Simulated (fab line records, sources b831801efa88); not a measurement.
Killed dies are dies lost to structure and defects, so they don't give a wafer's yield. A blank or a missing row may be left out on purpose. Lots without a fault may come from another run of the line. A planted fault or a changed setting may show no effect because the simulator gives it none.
Which tool did it? | flow gf180mcu | 11 lots, 31 wafers sampled, at 5 steps of a route of 602

WHAT THE GAUGES READ, wafer by wafer
GF_M2_RS_MEAS_05: measures by four-point-probe.
lot  | measured     | on            | M2_ALCU_RS (ohm/sq)
L419 | day 18 10:38 | film_metro-04 | 0.0705 0.0710 0.0707
L420 | day 18 23:24 | film_metro-04 | 0.0694 0.0694 0.0686
L421 | day 19 02:23 | film_metro-01 | 0.0698 0.0696 0.0696
L424 | day 20 13:04 | film_metro-01 | 0.0704 0.0705 0.0709
L427 | day 21 17:41 | film_metro-04 | 0.0690 0.0692 0.0690
L428 | day 22 01:38 | film_metro-01 | 0.0693 0.0686 0.0686
L435 | day 24 13:44 | film_metro-02 | 0.0695 0.0696
L437 | day 25 11:47 | film_metro-04 | 0.0702 0.0700 0.0697
L438 | day 25 14:56 | film_metro-01 | 0.0688 0.0686
L440 | day 25 19:37 | film_metro-02 | 0.0687 0.0692 0.0687
L441 | day 26 09:02 | film_metro-01 | 0.0696 0.0692 0.0687

GF_M3_RS_MEAS_05: measures by four-point-probe.
lot  | measured     | on            | M3_ALCU_RS (ohm/sq)
L419 | day 20 14:13 | film_metro-03 | 0.0702 0.0702 0.0698
L420 | day 21 02:44 | film_metro-01 | 0.0690 0.0695 0.0691
L421 | day 21 07:03 | film_metro-03 | 0.0702 0.0707 0.0704
L424 | day 22 15:11 | film_metro-04 | 0.0690 0.0688 0.0687
L427 | day 23 18:57 | film_metro-04 | 0.0695 0.0699 0.0694
L428 | day 24 02:10 | film_metro-01 | 0.0689 0.0695 0.0699
L435 | day 26 10:58 | film_metro-01 | 0.0703 0.0698
L437 | day 27 08:34 | film_metro-03 | 0.0703 0.0704 0.0704
L438 | day 27 11:22 | film_metro-01 | 0.0689 0.0694
L440 | day 27 16:24 | film_metro-01 | 0.0696 0.0696 0.0692
L441 | day 28 04:23 | film_metro-01 | 0.0687 0.0686 0.0691

GF_V4_THK_MEAS_03.
lot  | measured     | on            | V4_CVD_02_THK (nm)
L419 | day 23 17:19 | film_metro-02 | 832 849 862
L420 | day 24 04:25 | film_metro-03 | 852 840 863
L421 | day 24 07:48 | film_metro-02 | 829 843 832
L424 | day 25 13:41 | film_metro-02 | 840 844 851
L427 | day 26 15:08 | film_metro-04 | 845 845 852
L428 | day 26 22:23 | film_metro-04 | 847 856 872
L435 | day 29 04:14 | film_metro-04 | 515 509
L437 | day 29 22:20 | film_metro-04 | 835 850 846
L438 | day 30 01:25 | film_metro-03 | 509 512
L440 | day 30 05:40 | film_metro-04 | 854 852 858
L441 | day 30 16:22 | film_metro-04 | 858 858 869

WHICH TOOL RAN EACH LOT (tool, then ch and the chambers of the sampled wafers, then the start)
lot  | GF_V1_ETCH_16                      | GF_V4_CVD_02
L419 | rie_diel-04 ch 1,3, day 18 08:55   | pecvd-02 ch 0,1,2, day 23 17:13
L420 | rie_diel-02 ch 0,3, day 18 21:48   | pecvd-03 ch 1,2, day 24 04:21
L421 | rie_diel-04 ch 0,1,2, day 19 00:48 | pecvd-04 ch 0,2, day 24 07:44
L424 | rie_diel-02 ch 1,2,3, day 20 11:30 | pecvd-03 ch 1,2, day 25 13:37
L427 | rie_diel-03 ch 1,2,3, day 21 16:00 | pecvd-03 ch 0,1,2, day 26 15:04
L428 | rie_diel-03 ch 0,1,3, day 22 00:02 | pecvd-04 ch 1,2, day 26 22:19
L435 | rie_diel-02 ch 0, day 24 12:04     | pecvd-03 ch 0,1, day 29 04:10
L437 | rie_diel-02 ch 1,2,3, day 25 10:11 | pecvd-02 ch 0,1,2, day 29 22:16
L438 | rie_diel-03 ch 0,2, day 25 13:17   | pecvd-03 ch 1, day 30 01:19
L440 | rie_diel-02 ch 0,3, day 25 18:02   | pecvd-04 ch 1,2, day 30 05:35
L441 | rie_diel-02 ch 1,3, day 26 07:25   | pecvd-04 ch 0,1,2, day 30 16:17
- GF_V1_ETCH_16: etches BARC in N2/H2.
- GF_V4_CVD_02: deposits SiO2 from TEOS, target thk 850 nm, time 94.851 s.

WHAT THE TOOLS THEMSELVES READ (means of the sampled wafers that have a number; where no wafer has one, the mark that the record gives instead)
GF_V1_ETCH_16.
lot  | tool        | bias_w (W) | drypump_motor_current_A (A) | oes_product_au (a.u.) | throttle_valve_pct (%)
L419 | rie_diel-04 | 99.9       | 6.1                         | 0.858                 | 13.236
L420 | rie_diel-02 | 100.1      | 5.9                         | 0.854                 | 13.228
L421 | rie_diel-04 | 100.4      | 5.7                         | 0.858                 | 13.221
L424 | rie_diel-02 | 100.0      | 5.8                         | 0.852                 | 13.211
L427 | rie_diel-03 | 100.2      | 5.9                         | 0.855                 | 13.225
L428 | rie_diel-03 | 100.3      | 5.7                         | 0.854                 | 13.226
L435 | rie_diel-02 | 100.3      | 6.0                         | 0.859                 | 13.227
L437 | rie_diel-02 | 100.4      | 5.8                         | 0.849                 | 13.230
L438 | rie_diel-03 | 100.2      | 6.0                         | 0.849                 | 13.218
L440 | rie_diel-02 | 100.1      | 5.9                         | 0.859                 | 13.232
L441 | rie_diel-02 | 100.1      | 5.7                         | 0.854                 | 13.226

GF_V4_CVD_02.
lot  | tool     | heater_power_w (W)
L419 | pecvd-02 | 591
L420 | pecvd-03 | 768
L421 | pecvd-04 | 718
L424 | pecvd-03 | 800
L427 | pecvd-03 | 770
L428 | pecvd-04 | 770
L435 | pecvd-03 | 860
L437 | pecvd-02 | 629
L438 | pecvd-03 | 882
L440 | pecvd-04 | 686
L441 | pecvd-04 | 700

THE ANSWER, worked out from the rows above alone
Rule: what is usual is taken from the lots themselves. Put in order of their means at a reading, lots are off if they are a third of the lots or fewer, leave a main group of 4 or more, and stand apart from it by a gap of 3 or more times the standard deviation of the main group's means; of several such gaps the widest counts. A main group whose means are all the same, to the digits that the tables above print for the reading, isn't used. A lot without any number at a reading at which 4 lots or more have one is off too. The other lots that the step has rows for count as sound. The gauges are gone through in route order, then the tools' own readings, and for those a lot's mean is taken as printed above. The first step at which some lot is off is used, and at that step the reading that is off furthest; a lot without a number counts as furthest.
Off: L435, L438, at GF_V4_THK_MEAS_03 (V4_CVD_02_THK). The main group: mean 849 nm, standard deviation 7.7.
A tool fits if, at a process step before that reading, it ran every lot that is off, and no sound lot after the first of them. The gauges at GF_V4_THK_MEAS_03 are tried like those tools. One fits: pecvd-03 at GF_V4_CVD_02. Its last sound lot is L427 (day 26 15:04), its first lot that is off L435 (day 29 04:10): a fault that began between those two fits.

WHAT THE SIMULATOR HAD PUT IN
Process parameter drift: pecvd-03, from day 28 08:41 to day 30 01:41, at GF_V4_CVD_02. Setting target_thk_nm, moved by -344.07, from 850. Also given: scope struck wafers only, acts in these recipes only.
Lots struck among those shown: L435, L438. The rule above found the same.
